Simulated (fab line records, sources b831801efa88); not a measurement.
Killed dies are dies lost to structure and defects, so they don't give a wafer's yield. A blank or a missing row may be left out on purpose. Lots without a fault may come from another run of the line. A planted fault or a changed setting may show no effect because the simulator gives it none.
One fault seen from 2 desks | flow gf180mcu | each desk has only its own numbers; what lay behind them comes last

THE METROLOGY DESK
What the gauges read, lot by lot, whatever tool the lot ran on: means of the sampled wafers that have a number. A lot is out of limits, marked OUT, if its mean lies more than 4 standard deviations from the usual mean; the brackets give that distance.
Columns: A = DNWELL_TW at GF_DNWELL_TW_MEAS_09, usual 1338; B = NWELL_TW at GF_NWELL_TW_MEAS_11, usual 1572; C = POLY_GATE_OVL at GF_POLY_GATE_OVL_MEAS_11, usual -3 nm
lot  | first seen here | A              | B    | C
L863 | day 2 20:26     | 1333           | 1571 | -11
L864 | day 3 03:53     | 1334           | 1584 | -13
L866 | day 3 14:58     | 1345           | 1572 | 2
L868 | day 3 23:10     | 1330           | 1567 | -3
L873 | day 5 03:38     | 1333           | 1556 | -5
L875 | day 5 13:13     | 1330           | 1578 | -13
L876 | day 5 18:26     | 1334           | 1587 | 0
L877 | day 6 00:20     | 1187 (-20) OUT | 1592 | -7
L878 | day 6 05:05     | 1193 (-19) OUT | 1571 | -2
L879 | day 6 09:20     | 1339           | 1561 | -2
L880 | day 6 19:25     | 1349           | 1567 | -2
L882 | day 7 01:22     | 1342           | 1564 | 1
L884 | day 7 13:22     | 1343           | 1586 | -2
This desk's finding: out of limits on L877, L878; first on L877, day 6 00:20 (DNWELL_TW at GF_DNWELL_TW_MEAS_09). In limits: L863, L864, L866, L868, L873, L875, L876, L879, L880, L882, L884.

THE TOOL OWNER'S DESK: implanter-01
The tool's own readings at GF_DNWELL_IMPLANT_07: means of the sampled wafers that have a number, for each lot that ran on this tool. A lot is out of limits, marked OUT, if its mean lies more than 4 standard deviations from the usual mean; the brackets give that distance.
Columns: A = dose_ions_cm2 at GF_DNWELL_IMPLANT_07, usual 1e+13; B = faraday_current_uA at GF_DNWELL_IMPLANT_07, usual 56.3
lot  | first seen here | A                       | B
L864 | day 3 03:40     | 1e+13                   | 55.3
L868 | day 3 22:55     | 1e+13                   | 56.4
L875 | day 5 12:58     | 1e+13                   | 56.1
L876 | day 5 18:11     | 1e+13                   | 56.2
L877 | day 6 00:06     | 7e+12 (-99 or more) OUT | 38.7 (-15) OUT
L878 | day 6 04:50     | 7e+12 (-99 or more) OUT | 39.1 (-14) OUT
This desk's finding: out of limits on L877, L878; first on L877, day 6 00:06 (dose_ions_cm2 at GF_DNWELL_IMPLANT_07). In limits: L864, L868, L875, L876.

PUT TOGETHER
The tool owner's desk could have raised an alarm at day 6 00:06, on L877, L878.
The metrology desk could have raised an alarm at day 6 00:20, on L877, L878.
Of the lots named, all ran GF_DNWELL_IMPLANT_07 on implanter-01.

WHAT THE SIMULATOR HAD PUT IN
Process parameter drift: implanter-01, from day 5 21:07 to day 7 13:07, at GF_DNWELL_IMPLANT_07. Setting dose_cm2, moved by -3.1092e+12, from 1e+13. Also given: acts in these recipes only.
Lots struck among those shown: L877, L878.
Hours from the fault's start to each desk's first reading out of limits: the tool owner's desk, 3; the metrology desk, 3.
